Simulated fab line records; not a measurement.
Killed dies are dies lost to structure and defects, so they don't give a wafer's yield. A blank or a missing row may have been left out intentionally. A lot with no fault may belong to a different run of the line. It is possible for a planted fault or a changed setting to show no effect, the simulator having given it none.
fab line records | flow sky130
record lots=11 | wafers=30 | last-day=50
route steps=708 shown LI_CONTACT@378 CONTACT@411
lots that met no fault: taken from a fault-free run of the same line
start-h: start of the lot's first displayed wafer, in hours after the record's first day | wait-h: time in hours since the lot's previous step | " unchanged from the row above | L1.1+2: a single row standing in for several wafers | - no value, or no start given | * or withheld: withheld | < > ~ a bound
route shown NAME@n: NAME is a module with steps in the file, n the number in the route of the first one | usual: mean and standard deviation over wafers with no fault | same: alike in all rows | chamber/n: place in a boat | sites: the reading at each site | _std_site: standard deviation across them | _edge_site: mean of outer sites minus mean of inner sites | radius-mm: how far each site lies from the wafer's centre | mask NAME#n: copy n | behind: tool/chamber where the wafer was last shaped | hold: cause of the lot's hold/its duration in hours/its outcome | device: transistor that didn't switch, given as n, p or np | end of line: the same wafers' tests at the end of the route | for a step that has no rows: nothing shown but its recipe | killed: count of dies lost to structure and defects at first sort (not the wafer's yield) | map: a wafer's dies, x killed, . not, _ none there
set.NAME: the setting that was run; set.NAME@STEP: the one run at that earlier step | model.NAME: the simulator's own value behind a step, which no gauge read
a sample of lots followed through the steps of the route, with each step as a table and each wafer as a row
services: from which hour (start-h, from the record's first day; less than 0 if before it) a tool's chamber was out of use, for how many hours, and why
## steps
# step SKY_LI_CONTACT_STRIP_16
# recipe chemistry=O2/N2 | power-w=1400 | pressure-mtorr=1500 | platen-temp-c=withheld | o2-flow-sccm=3000 | n2-flow-sccm=300 | overash-fraction=0.5
# usual drypump-motor-current-A=5.9/0.41 | oes-product-au=0.376/0.0046 | strip-time-to-endpoint-s=3.494/0.026
lot.wafer | tool            | chamber | start-h | wait-h | drypump-motor-current-A | oes-product-au | rf-hours-counter-h | strip-time-to-endpoint-s
L123.1    | plasma-asher-03 | 0       | 641.10  | -      | 5.8                     | 0.378          | 48                 | 3.514
L123.4    | "               | 1       | "       | "      | 5.3                     | 0.373          | -                  | 3.502
L123.6    | "               | 0       | "       | "      | 5.7                     | 0.372          | -                  | 3.471
L124.2    | plasma-asher-01 | 0       | 680.20  | -      | 5.4                     | 0.370          | 97                 | 3.503
L124.3    | "               | 1       | "       | "      | 5.9                     | 0.377          | -                  | 3.493
L124.4    | "               | 0       | "       | "      | 5.4                     | 0.370          | -                  | 3.441
L125.2    | plasma-asher-03 | 1       | 697.93  | -      | 5.3                     | 0.382          | 54                 | 3.507
L125.3    | "               | 0       | "       | "      | 5.7                     | 0.361          | -                  | 3.475
L125.6    | "               | 1       | "       | "      | 5.3                     | 0.362          | -                  | 3.517
L132.1    | plasma-asher-01 | 0       | 768.80  | -      | 5.4                     | 0.377          | 2                  | 3.505
L132.5    | "               | 0       | "       | "      | 5.4                     | 0.373          | -                  | 3.500
L132.6    | "               | 1       | "       | "      | 5.9                     | 0.379          | -                  | 3.508
L133.1    | plasma-asher-02 | 0       | 774.25  | -      | 6.4                     | 0.377          | 95                 | 3.468
L133.3    | "               | 1       | "       | "      | 6.3                     | 0.374          | -                  | 3.519
L133.5    | "               | 0       | "       | "      | 6.4                     | 0.374          | -                  | 3.479
L136.2    | plasma-asher-03 | 0       | 823.15  | -      | 5.7                     | 0.375          | 66                 | 3.502
L136.3    | "               | 1       | "       | "      | 5.3                     | 0.378          | -                  | 3.479
L136.6    | "               | 0       | "       | "      | 5.7                     | 0.386          | -                  | 3.528
L138.3    | plasma-asher-02 | 1       | 824.52  | -      | 6.3                     | 0.380          | -                  | 3.503
L138.4    | "               | 0       | "       | "      | 6.4                     | 0.374          | -                  | 3.447
L138.6    | "               | 1       | "       | "      | 6.3                     | 0.371          | -                  | 3.514
L137.1    | plasma-asher-01 | 1       | 826.23  | -      | 5.9                     | 0.377          | 8                  | 3.462
L137.3    | "               | 0       | "       | "      | 5.4                     | 0.377          | -                  | 3.459
L137.5    | "               | 0       | "       | "      | 5.4                     | 0.367          | -                  | 3.470
L140.2    | plasma-asher-02 | 1       | 826.60  | -      | 6.3                     | 0.379          | 100                | 3.535
L140.3    | "               | 0       | "       | "      | 6.4                     | 0.372          | -                  | 3.531
L141.3    | plasma-asher-01 | 1       | 827.52  | -      | 5.9                     | 0.377          | -                  | 3.488
L141.5    | "               | 1       | "       | "      | 5.9                     | 0.380          | -                  | 3.505
L143.4    | plasma-asher-02 | 0       | 845.48  | -      | 6.4                     | 0.371          | -                  | 3.471
L143.5    | "               | 0       | "       | "      | 6.4                     | 0.368          | -                  | 3.430
# step SKY_CONTACT_BOW_MEAS_05
# recipe mode=bow
# usual CONTACT_BOW=81/7.5
lot.wafer | tool          | chamber | start-h | wait-h | CONTACT_BOW[um]
L123.1    | film-metro-04 | -       | 673.13  | 0.2    | 82
L123.4    | "             | -       | "       | "      | 83
L123.6    | "             | -       | "       | "      | 95
L124.2    | film-metro-03 | -       | 711.38  | 0.2    | 78
L124.3    | "             | -       | "       | "      | 76
L124.4    | "             | -       | "       | "      | 79
L125.2    | film-metro-04 | -       | 728.93  | 0.2    | 83
L125.3    | "             | -       | "       | "      | 77
L125.6    | "             | -       | "       | "      | 89
L132.1    | film-metro-01 | -       | 795.44  | 0.2    | 89
L132.5    | "             | -       | "       | "      | 93
L132.6    | "             | -       | "       | "      | 76
L133.1    | film-metro-01 | -       | 800.84  | 0.1    | 78
L133.3    | "             | -       | "       | "      | 74
L133.5    | "             | -       | "       | "      | 74
L136.2    | film-metro-04 | -       | 852.52  | 0.1    | 82
L136.3    | "             | -       | "       | "      | 80
L136.6    | "             | -       | "       | "      | 83
L138.3    | film-metro-04 | -       | 853.48  | 0.2    | 87
L138.4    | "             | -       | "       | "      | 89
L138.6    | "             | -       | "       | "      | 83
L137.1    | film-metro-01 | -       | 855.29  | 0.1    | 73
L137.3    | "             | -       | "       | "      | 91
L137.5    | "             | -       | "       | "      | 78
L140.2    | film-metro-01 | -       | 855.96  | 0.3    | 77
L140.3    | "             | -       | "       | "      | 61
L141.3    | film-metro-01 | -       | 856.93  | 0.1    | 75
L141.5    | "             | -       | "       | "      | 85
L143.4    | film-metro-01 | -       | 873.05  | 0.2    | 80
L143.5    | "             | -       | "       | "      | 78
# step SKY_CONTACT_ETCH_18
# recipe target=Si3N4 | chemistry=CHF3/O2 | stop-on=TiN | source-w=600 | bias-w=200 | pressure-mtorr=40 | chf3-flow-sccm=50 | O2_flow_sccm=5 | time-s=39 | target-depth-a=750
# usual O2_flow_sccm=4.999/0.016 | chf3-flow-sccm=49.98/0.14 | drypump-motor-current-A=5.8/0.45 | oes-product-au=0.855/0.0064 | throttle-valve-pct=8.793/0.009
lot.wafer | tool        | chamber | start-h | wait-h | O2_flow_sccm | chf3-flow-sccm | drypump-motor-current-A | oes-product-au | rf-hours-counter-h | throttle-valve-pct
L123.1    | rie-diel-01 | 2       | -       | -      | 5.004        | 50.02          | 6.2                     | 0.849          | 4                  | 8.797
L123.4    | "           | 0       | "       | "      | 5.009        | 50.02          | 5.4                     | 0.845          | 40                 | 8.796
L123.6    | "           | 2       | "       | "      | 5.034        | 49.90          | 6.2                     | 0.851          | -                  | 8.788
L124.2    | rie-diel-04 | 1       | -       | -      | 4.980        | 50.06          | 5.5                     | 0.850          | 9                  | 8.784
L124.3    | "           | 3       | "       | "      | 5.005        | 49.94          | 6.5                     | 0.860          | 8                  | 8.799
L124.4    | "           | 2       | "       | "      | 4.989        | 50.02          | 5.8                     | 0.860          | 14                 | 8.794
L125.2    | rie-diel-02 | 1       | -       | -      | 5.006        | 49.93          | 6.2                     | 0.855          | 11                 | 8.805
L125.3    | "           | 3       | "       | "      | 4.986        | 50.09          | 5.9                     | 0.844          | 7                  | 8.794
L125.6    | "           | 1       | "       | "      | 5.002        | 49.87          | 6.2                     | 0.854          | -                  | 8.788
L132.1    | rie-diel-01 | 1       | -       | -      | 5.008        | 49.95          | 4.9                     | 0.842          | 17                 | 8.781
L132.5    | "           | 3       | "       | "      | 4.984        | 49.77          | 6.4                     | 0.848          | -                  | 8.793
L132.6    | "           | 2       | "       | "      | 5.022        | 49.90          | 6.2                     | 0.862          | -                  | 8.799
L133.1    | rie-diel-01 | 1       | -       | -      | 4.976        | 50.13          | 4.9                     | 0.842          | 17                 | 8.781
L133.3    | "           | 0       | "       | "      | 5.001        | 49.88          | 5.4                     | 0.849          | 1                  | 8.784
L133.5    | "           | 3       | "       | "      | 4.994        | 49.92          | 6.4                     | 0.860          | -                  | 8.790
L136.2    | rie-diel-04 | 0       | -       | -      | 5.009        | 49.77          | 6.0                     | 0.858          | 8                  | 8.806
L136.3    | "           | 3       | "       | "      | 4.989        | 50.16          | 6.4                     | 0.849          | 12                 | 8.795
L136.6    | "           | 1       | "       | "      | 5.000        | 49.86          | 5.5                     | 0.854          | -                  | 8.785
L138.3    | rie-diel-02 | 3       | -       | -      | 5.021        | 49.93          | 5.9                     | 0.850          | 11                 | 8.781
L138.4    | "           | 2       | "       | "      | 5.027        | 49.72          | 5.6                     | 0.854          | 26                 | 8.795
L138.6    | "           | 1       | "       | "      | 5.001        | 49.94          | 6.2                     | 0.849          | -                  | 8.810
L137.1    | rie-diel-04 | 3       | -       | -      | 4.989        | 50.10          | 6.5                     | 0.844          | 12                 | 8.784
L137.3    | "           | 0       | "       | "      | 4.971        | 50.04          | 6.0                     | 0.854          | 9                  | 8.791
L137.5    | "           | 1       | "       | "      | 4.995        | 49.87          | 5.5                     | 0.860          | -                  | 8.806
L140.2    | rie-diel-01 | 1       | -       | -      | 4.971        | 50.11          | 4.9                     | 0.846          | 18                 | 8.792
L140.3    | "           | 0       | "       | "      | 5.004        | 49.94          | 5.4                     | 0.853          | 2                  | 8.791
L141.3    | rie-diel-02 | 3       | -       | -      | 5.002        | 49.94          | 5.9                     | 0.855          | 11                 | 8.802
L141.5    | "           | 2       | "       | "      | 4.993        | 49.97          | 5.6                     | 0.861          | -                  | 8.785
L143.4    | rie-diel-02 | 1       | -       | -      | 4.995        | 49.93          | 6.3                     | 0.858          | 16                 | 8.788
L143.5    | "           | 1       | "       | "      | 5.034        | 49.96          | 6.2                     | 0.851          | -                  | 8.796
# step SKY_CONTACT_CVD_24
# recipe material=W | target-thk-nm=340 | time-s=102.12 | temp-c=400 | pressure-torr=40
# usual heater-power-w=819/73 | susceptor-temp-C=400.00/0.23
lot.wafer | tool     | chamber | start-h | wait-h | heater-power-w | susceptor-temp-C
L123.1    | cvd-w-01 | 0       | 702.99  | 0.0    | 792            | 399.86
L123.4    | "        | 0       | "       | "      | 790            | 400.16
L123.6    | "        | 1       | "       | "      | 763            | 399.84
L124.2    | cvd-w-02 | 0       | 740.23  | 0.0    | 976            | 399.77
L124.3    | "        | 1       | "       | "      | 799            | 400.24
L124.4    | "        | 0       | "       | "      | 975            | 399.84
L125.2    | cvd-w-01 | 0       | 756.49  | 0.0    | 777            | 400.19
L125.3    | "        | 0       | "       | "      | 803            | 399.86
L125.6    | "        | 1       | "       | "      | 776            | 400.13
L132.1    | cvd-w-02 | 1       | 822.02  | 0.0    | 775            | 400.03
L132.5    | "        | 0       | "       | "      | 954            | 400.29
L132.6    | "        | 1       | "       | "      | 776            | 399.65
L133.1    | cvd-w-01 | 0       | 827.61  | 0.0    | 771            | 400.13
L133.3    | "        | 1       | "       | "      | 787            | 400.25
L133.5    | "        | 1       | "       | "      | 759            | 399.96
L136.2    | cvd-w-01 | 1       | 877.30  | 0.0    | 792            | 399.78
L136.3    | "        | 0       | "       | "      | 791            | 400.06
L136.6    | "        | 0       | "       | "      | 789            | 400.07
L138.3    | cvd-w-01 | 1       | 880.15  | 0.1    | 761            | 400.15
L138.4    | "        | 0       | "       | "      | 792            | 400.24
L138.6    | "        | 0       | "       | "      | 793            | 400.00
L137.1    | cvd-w-02 | 1       | 882.09  | 0.0    | 796            | 399.83
L137.3    | "        | 1       | "       | "      | 781            | 399.94
L137.5    | "        | 1       | "       | "      | 795            | 400.20
L140.2    | cvd-w-02 | 1       | 883.54  | 0.0    | 810            | 399.79
L140.3    | "        | 1       | "       | "      | 785            | 400.43
L141.3    | cvd-w-02 | 1       | 884.96  | 0.1    | 777            | 400.02
L141.5    | "        | 0       | "       | "      | 928            | 400.08
L143.4    | cvd-w-02 | 1       | 898.80  | 0.1    | 812            | 400.15
L143.5    | "        | 0       | "       | "      | 944            | 399.82
# step SKY_CONTACT_RS_MEAS_25
# recipe thk-meas-gauge=four-point-probe | reads=W_of_CONTACT_CVD_24+TiN_of_CONTACT_SPUTTER_23
# usual CONTACT_W_RS=0.337/0.0034
lot.wafer | tool          | chamber | start-h | wait-h | CONTACT_W_RS[ohm/sq]
L123.1    | film-metro-04 | -       | 703.10  | 0.1    | 0.336
L123.4    | "             | -       | "       | "      | 0.337
L123.6    | "             | -       | "       | "      | 0.340
L124.2    | film-metro-01 | -       | 740.36  | 0.1    | 0.332
L124.3    | "             | -       | "       | "      | 0.330
L124.4    | "             | -       | "       | "      | 0.334
L125.2    | film-metro-01 | -       | 756.62  | 0.1    | 0.337
L125.3    | "             | -       | "       | "      | 0.335
L125.6    | "             | -       | "       | "      | 0.336
L132.1    | film-metro-01 | -       | 822.13  | 0.1    | 0.331
L132.5    | "             | -       | "       | "      | 0.333
L132.6    | "             | -       | "       | "      | 0.340
L133.1    | film-metro-04 | -       | 827.72  | 0.1    | 0.337
L133.3    | "             | -       | "       | "      | 0.340
L133.5    | "             | -       | "       | "      | 0.338
L136.2    | film-metro-04 | -       | 877.43  | 0.1    | 0.335
L136.3    | "             | -       | "       | "      | 0.338
L136.6    | "             | -       | "       | "      | 0.335
L138.3    | film-metro-03 | -       | 880.26  | 0.1    | 0.334
L138.4    | "             | -       | "       | "      | 0.335
L138.6    | "             | -       | "       | "      | 0.339
L137.1    | film-metro-03 | -       | 882.20  | 0.1    | 0.335
L137.3    | "             | -       | "       | "      | 0.335
L137.5    | "             | -       | "       | "      | 0.339
L140.2    | film-metro-03 | -       | 883.67  | 0.1    | 0.399
L140.3    | "             | -       | "       | "      | 0.336
L141.3    | film-metro-01 | -       | 885.15  | 0.1    | 0.339
L141.5    | "             | -       | "       | "      | 0.408
L143.4    | film-metro-04 | -       | 898.93  | 0.1    | 0.333
L143.5    | "             | -       | "       | "      | 0.396
# step SKY_CONTACT_THK_MEAS_26
# recipe thk-meas-gauge=xrf | reads=W_of_CONTACT_CVD_24
# usual CONTACT_W_THK=346/4.5
lot.wafer | tool          | chamber | start-h | wait-h | CONTACT_W_THK[nm]
L123.1    | film-metro-04 | -       | 703.22  | 0.1    | 350
L123.4    | "             | -       | "       | "      | 347
L123.6    | "             | -       | "       | "      | 347
L124.2    | film-metro-01 | -       | 740.47  | 0.1    | 348
L124.3    | "             | -       | "       | "      | 353
L124.4    | "             | -       | "       | "      | 347
L125.2    | film-metro-01 | -       | 756.73  | 0.1    | 351
L125.3    | "             | -       | "       | "      | 352
L125.6    | "             | -       | "       | "      | 352
L132.1    | film-metro-01 | -       | 822.25  | 0.1    | 351
L132.5    | "             | -       | "       | "      | 347
L132.6    | "             | -       | "       | "      | 340
L133.1    | film-metro-04 | -       | 827.84  | 0.1    | 348
L133.3    | "             | -       | "       | "      | 345
L133.5    | "             | -       | "       | "      | 347
L136.2    | film-metro-04 | -       | 877.54  | 0.1    | 354
L136.3    | "             | -       | "       | "      | 349
L136.6    | "             | -       | "       | "      | 352
L138.3    | film-metro-03 | -       | 880.36  | 0.1    | 348
L138.4    | "             | -       | "       | "      | 345
L138.6    | "             | -       | "       | "      | 341
L137.1    | film-metro-03 | -       | 882.32  | 0.1    | 345
L137.3    | "             | -       | "       | "      | 347
L137.5    | "             | -       | "       | "      | 341
L140.2    | film-metro-03 | -       | 883.78  | 0.1    | 291
L140.3    | "             | -       | "       | "      | 346
L141.3    | film-metro-01 | -       | 885.25  | 0.1    | 343
L141.5    | "             | -       | "       | "      | 286
L143.4    | film-metro-04 | -       | 899.02  | 0.1    | 350
L143.5    | "             | -       | "       | "      | 295
# step SKY_CONTACT_CMP_27
# recipe stop-on=SiO2 | t-overpolish-s=15 | down-force-psi=3.5 | platen-rpm=60 | target-thk-nm=0 | pad-velocity-m-s=0.94248
# usual edge-zone-pressure-frac=1.000/0.0051 | head-pressure-psi=3.501/0.007 | motor-current-A=11.0/0.95 | slurry-flow-ml-min=150.1/0.46 | time-to-endpoint-s=83/3
lot.wafer | tool   | chamber | start-h | wait-h | edge-zone-pressure-frac | head-pressure-psi | motor-current-A | slurry-flow-ml-min | time-to-endpoint-s
L123.1    | cmp-01 | 3       | 703.33  | 0.1    | 1.005                   | 3.498             | 11.2            | 149.9              | 86
L123.4    | "      | 1       | "       | "      | 0.998                   | 3.508             | 11.4            | 150.3              | 86
L123.6    | "      | 3       | "       | "      | 1.002                   | 3.515             | 11.7            | 149.8              | 83
L124.4    | cmp-01 | 1       | 740.52  | 0.0    | 1.001                   | 3.506             | 11.0            | 149.9              | 88
L124.2    | "      | 2       | "       | "      | 1.002                   | 3.496             | 11.5            | 150.1              | 88
L124.3    | "      | 0       | "       | "      | 0.991                   | 3.510             | 9.4             | 150.8              | 88
L125.2    | cmp-02 | 3       | 756.78  | 0.0    | 0.993                   | 3.498             | 11.5            | 149.4              | 83
L125.3    | "      | 1       | "       | "      | 0.991                   | 3.488             | 9.4             | 149.5              | 83
L125.6    | "      | 0       | "       | "      | 0.999                   | 3.502             | 11.1            | 149.9              | 79
L132.1    | cmp-02 | 2       | 822.46  | 0.2    | 0.998                   | 3.503             | 12.5            | 149.5              | 82
L132.5    | "      | 3       | "       | "      | 0.986                   | 3.511             | 11.3            | 150.3              | 85
L132.6    | "      | 0       | "       | "      | 1.000                   | 3.491             | 11.3            | 150.2              | 80
L133.3    | cmp-02 | 1       | 827.90  | 0.0    | 0.994                   | 3.498             | 9.4             | 150.1              | 78
L133.1    | "      | 3       | "       | "      | 1.000                   | 3.507             | 11.9            | 150.2              | 82
L133.5    | "      | 1       | "       | "      | 0.992                   | 3.498             | 10.3            | 150.7              | 81
L136.3    | cmp-02 | 2       | 877.59  | 0.0    | 1.006                   | 3.507             | 12.4            | 150.4              | 79
L136.2    | "      | 3       | "       | "      | 0.999                   | 3.510             | 11.4            | 150.8              | 82
L136.6    | "      | 3       | "       | "      | 1.004                   | 3.502             | 11.5            | 151.1              | 86
L138.3    | cmp-02 | 1       | 880.50  | 0.1    | 1.004                   | 3.515             | 9.8             | 150.2              | 86
L138.4    | "      | 2       | "       | "      | 0.999                   | 3.487             | 12.4            | 149.7              | 87
L138.6    | "      | 0       | "       | "      | 1.005                   | 3.497             | 11.0            | 150.9              | 81
L137.1    | cmp-01 | 0       | 882.48  | 0.1    | 0.992                   | 3.498             | 9.1             | 148.9              | 87
L137.3    | "      | 1       | "       | "      | 0.999                   | 3.490             | 11.5            | 149.9              | 85
L137.5    | "      | 3       | "       | "      | 1.007                   | 3.488             | 11.4            | 149.5              | 81
L140.3    | cmp-01 | 3       | 883.88  | 0.1    | 0.990                   | 3.510             | 11.3            | 149.5              | 81
L140.2    | "      | 0       | "       | "      | 0.992                   | 3.508             | 9.3             | 150.5              | 69
L141.3    | cmp-02 | 1       | 885.46  | 0.2    | 0.992                   | 3.502             | 9.6             | 150.0              | 85
L141.5    | "      | 0       | "       | "      | 1.002                   | 3.504             | 11.7            | 149.5              | 70
L143.4    | cmp-01 | 2       | 899.10  | 0.1    | 1.006                   | 3.507             | 11.3            | 149.6              | 85
L143.5    | "      | 2       | "       | "      | 1.001                   | 3.502             | 11.1            | 150.0              | 71
## services
tool            | chamber | start-h | hours | kind
plasma-asher-02 | -       | 619.53  | 0.8   | repair
cmp-02          | -       | 629.04  | 5.5   | repair
cmp-01          | -       | 638.05  | 5.7   | pm
rie-diel-02     | 3       | 642.74  | 16.6  | repair
cvd-w-01        | -       | 686.83  | 3.6   | repair
rie-diel-02     | -       | 692.77  | 28.1  | pm
cmp-02          | -       | 700.35  | 6.8   | pm
cvd-w-02        | 0       | 700.86  | 2.5   | repair
cmp-02          | -       | 713.51  | 1.7   | repair
cmp-02          | -       | 718.87  | 1.0   | repair
cvd-w-02        | -       | 721.43  | 3.8   | pm
plasma-asher-01 | -       | 733.75  | 9.0   | pm
rie-diel-01     | 0       | 743.21  | 4.5   | repair
cmp-01          | -       | 744.16  | 4.0   | pm
rie-diel-01     | 2       | 750.39  | 1.8   | repair
cmp-02          | -       | 763.09  | 6.6   | pm
rie-diel-02     | -       | 768.15  | 0.4   | repair
cvd-w-02        | 1       | 781.26  | 3.2   | repair
cmp-01          | -       | 807.91  | 5.2   | repair
cmp-02          | -       | 816.19  | 2.3   | repair
rie-diel-01     | -       | 843.42  | 14.6  | pm
cvd-w-02        | 0       | 867.46  | 11.8  | repair
plasma-asher-01 | -       | 874.03  | 6.4   | pm
cmp-02          | -       | 893.04  | 1.4   | repair
## key
first-sign step=SKY_CONTACT_RS_MEAS_25 | reading=CONTACT_W_RS | direction=up | sigmas=19 | usual=0.337 | struck=0.401
effect step=SKY_CONTACT_THK_MEAS_26 | reading=CONTACT_W_THK | direction=down | sigmas=12 | usual=346 | struck=291
effect step=SKY_CONTACT_CMP_27 | reading=time-to-endpoint-s | direction=down | sigmas=4.1 | usual=* | struck=*
met-at SKY_CONTACT_CVD_24
struck-lots L140,L141,L143
struck-wafers L140.2,L141.5,L143.5
tester-left-out L140,L141,L143
not-acting-at SKY_LI_CONTACT_STRIP_16,SKY_CONTACT_BOW_MEAS_05,SKY_CONTACT_ETCH_18
onset-between 882.09 883.54
fault kind=process-parameter-drift | tool=cvd-w-02 | chamber=- | onset-h=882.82 | steps=SKY_CONTACT_CVD_24 | channel=target-thk-nm | offset=-58.045 | shape=step | end-h=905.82 | scope=struck-wafers-only | acts-in=these-recipes-only | stated=340
# tester-left-out: of these lots the tester's yield and bins aren't shown, on N5 and GAA mostly nor the transistor test; their killed dies are dies lost to structure and defects alone, not to doping, threshold or leakage, so they don't give the yield
